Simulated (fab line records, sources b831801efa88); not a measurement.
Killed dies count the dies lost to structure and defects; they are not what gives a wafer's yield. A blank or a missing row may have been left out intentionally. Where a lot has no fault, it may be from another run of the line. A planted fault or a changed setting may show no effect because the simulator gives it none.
Chamber matching :: flow sky130 :: SKY_VIA1_CMP_02 on cmp-01 has 4 sister chambers
The step polishes SiO2. 4 wafers are shown with their chamber, then 7 later ones without.

## WAFERS, EACH WITH ITS CHAMBER
wafer: L411.2
chamber: 1
motor_current_A (A): 11.5

wafer: L411.4
chamber: 0
motor_current_A (A): 13.5

wafer: L424.1
chamber: 2
motor_current_A (A): 12.9

wafer: L424.2
chamber: 3
motor_current_A (A): 12.7

## WAFERS MISSING THEIR CHAMBER
wafer: L424.4
motor_current_A (A): 13.3

wafer: L425.1
motor_current_A (A): 13.7

wafer: L425.4
motor_current_A (A): 11.7

wafer: L425.5
motor_current_A (A): 12.6

wafer: L427.1
motor_current_A (A): 12.2

wafer: L427.2
motor_current_A (A): 13.0

wafer: L427.4
motor_current_A (A): 11.3

## WHICH CHAMBER EACH ONE RAN IN
wafer: L424.4
from the rows above: can't be placed: 0 or 2 or 3
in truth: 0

wafer: L425.1
from the rows above: 0
in truth: 0

wafer: L425.4
from the rows above: 1
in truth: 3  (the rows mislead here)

wafer: L425.5
from the rows above: can't be placed: 3 or 2
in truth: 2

wafer: L427.1
from the rows above: can't be placed: 3 or 1 or 2
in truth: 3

wafer: L427.2
from the rows above: can't be placed: 2 or 3 or 0
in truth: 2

wafer: L427.4
from the rows above: 1
in truth: 1
Correctly placed: 2 of 7. Can't be placed from these rows: 4 (the true chamber is among the candidates in 4). Wrongly placed: 1.
How it was worked out, from the rows above alone: a wafer's distance from a chamber is the root of the sum, over the readings, of the square of ((its reading less the chamber's mean) divided by the reading's scatter). The wafer belongs to the nearest chamber; if the next one is less than 2 further off, it can't be placed. A chamber's mean is the mean of its shown wafers. The scatter (one wafer shown for each chamber): square how far every hidden wafer sits from the nearest shown wafer, average those squares and take the square root.
